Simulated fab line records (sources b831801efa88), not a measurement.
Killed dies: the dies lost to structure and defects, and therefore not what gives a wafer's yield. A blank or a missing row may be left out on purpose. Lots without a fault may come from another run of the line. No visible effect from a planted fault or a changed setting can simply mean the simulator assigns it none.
Split-lot study    flow gf180mcu    23 wafers read from 5 lots, route of 602 steps

ON THE SPLIT
At GF_V5_CMP_04 (polishes SiO2), the setting leave-above-ref-nm was moved away from the recipe's 855 nm on 4 of the 23 wafers read, by +4.8% to +7.4%. This setting was run at the recipe's value on the other wafers.

FROM THE SPLIT TO THE READING: what the file shows between them, 5 steps
- GF_V5_EXPOSE_11: exposes mask Via5, target cd 260 nm (also split here: dose-mj)
- GF_V5_PEB_12: peb time 90 s
- GF_V5_DEVELOP_13: develop time 60 s
- GF_V5_CD_MEAS_14: target cd 260 nm
- GF_V5_ETCH_16: etches BARC in N2/H2

THE READING
oes-product-au, in a.u., at GF_V5_ETCH_17 (etches SiO2 in C4F8/O2/Ar, stops on TiN, target depth 855 nm). A value of 0.860 a.u. with a standard deviation of 0.0045 a.u. is what fault-free wafers of this fab line usually give.

wafer   tool, chamber at the split  leave-above-ref-nm as run, nm  against the recipe  oes-product-au, a.u.  against lot-mates on the recipe
L075.1  cmp-02, 1                   895.7                          +4.8%               0.890                 +0.034
L075.2  cmp-02, 0                   855                            recipe              0.852                 -
L075.3  cmp-02, 2                   855                            recipe              0.856                 -
L075.5  cmp-02, 2                   895.7                          +4.8%               0.886                 +0.030
L075.6  cmp-02, 1                   855                            recipe              0.859                 -
L077.2  cmp-01, 3                   855                            recipe              0.855                 -
L077.3  cmp-01, 2                   918.2                          +7.4%               0.901                 +0.043
L077.4  cmp-01, 0                   918.2                          +7.4%               0.896                 +0.038
L077.5  cmp-01, 2                   855                            recipe              0.856                 -
L077.6  cmp-01, 1                   855                            recipe              0.862                 -
L080.1  cmp-01, 0                   855                            recipe              0.866                 -
L080.3  cmp-01, 3                   855                            recipe              0.859                 -
L080.6  cmp-01, 0                   855                            recipe              0.857                 -
L082.1  cmp-01, 0                   855                            recipe              0.859                 -
L082.2  cmp-01, 3                   855                            recipe              0.857                 -
L082.3  cmp-01, 2                   855                            recipe              0.852                 -
L082.5  cmp-01, 2                   855                            recipe              0.866                 -
L082.6  cmp-01, 1                   855                            recipe              0.854                 -
L085.1  cmp-02, 1                   855                            recipe              0.862                 -
L085.2  cmp-02, 3                   855                            recipe              0.856                 -
L085.3  cmp-02, 0                   855                            recipe              0.852                 -
L085.5  cmp-02, 2                   855                            recipe              0.858                 -
L085.6  cmp-02, 3                   855                            recipe              0.852                 -

THE FIT
A straight line over all 23 wafers: oes-product-au changes by +0.0058 a.u. for each +1% of leave-above-ref-nm; r = +0.96; the points scatter about the line by 0.0043 a.u.
The same after taking each lot's own level away (the mean of its wafers on the recipe; 23 wafers): +0.00587 a.u. for each +1%; r = +0.96; scatter 0.0041 a.u.
Per that fit: largest leave-above-ref-nm move, reading shift of 0.043 a.u.
The lots' own levels span 0.8557 to 0.8607 a.u., that is 1.1 times the standard deviation above.
Hence the lot-to-lot level has little effect on the slope; both slopes agree.
Check: for one of the wafers moved furthest among these (+7.4%), held out of the fit, the line's prediction against its lot-mates is +0.0437 a.u. Against them it came out at +0.0433 a.u.

FURTHER SPLITS ON THESE WAFERS
Before the reading, these wafers also passed through other splits. Each is held against what the fit with the lots' levels taken away leaves over:
other split on the same wafers  wafers away from the commonest value  r with oes-product-au (lot level and that fit taken away)
GF_V4_EXPOSE_11 dose-mj         8                                     +0.32
GF_V4_ETCH_17 bias-w            7                                     -0.30
GF_MIM_METAL_ETCH_19 time-s     7                                     +0.09
GF_M5_PEB_05 peb-temp-c         9                                     +0.16
GF_M5_ETCH_09 source-w          5                                     +0.30
GF_V5_EXPOSE_11 dose-mj         10                                    -0.18

THE WHOLE CHAIN: every reading that the file lists as answering this split, in the file's order
step           what it does                                                  reading                                                                    change (the file's fit)                    r (the file's)
GF_V5_CMP_04   polishes SiO2                                                 SiO2_of_V5_CVD_02.thk-nm (the simulator's own value, which no gauge read)  +8.6 nm for each +1% of the setting        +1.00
GF_V5_ETCH_17  etches SiO2 in C4F8/O2/Ar, stops on TiN, target depth 855 nm  oes-product-au                                                             +0.00586 a.u. for each +1% of the setting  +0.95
GF_V5_ETCH_17  etches SiO2 in C4F8/O2/Ar, stops on TiN, target depth 855 nm  V5.feature-depth-nm (the simulator's own value, which no gauge read)       +8.6 nm for each +1% of the setting        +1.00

THE FILE'S OWN FIT
oes-product-au changes by +0.00586 a.u. for each +1% of leave-above-ref-nm, r = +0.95.
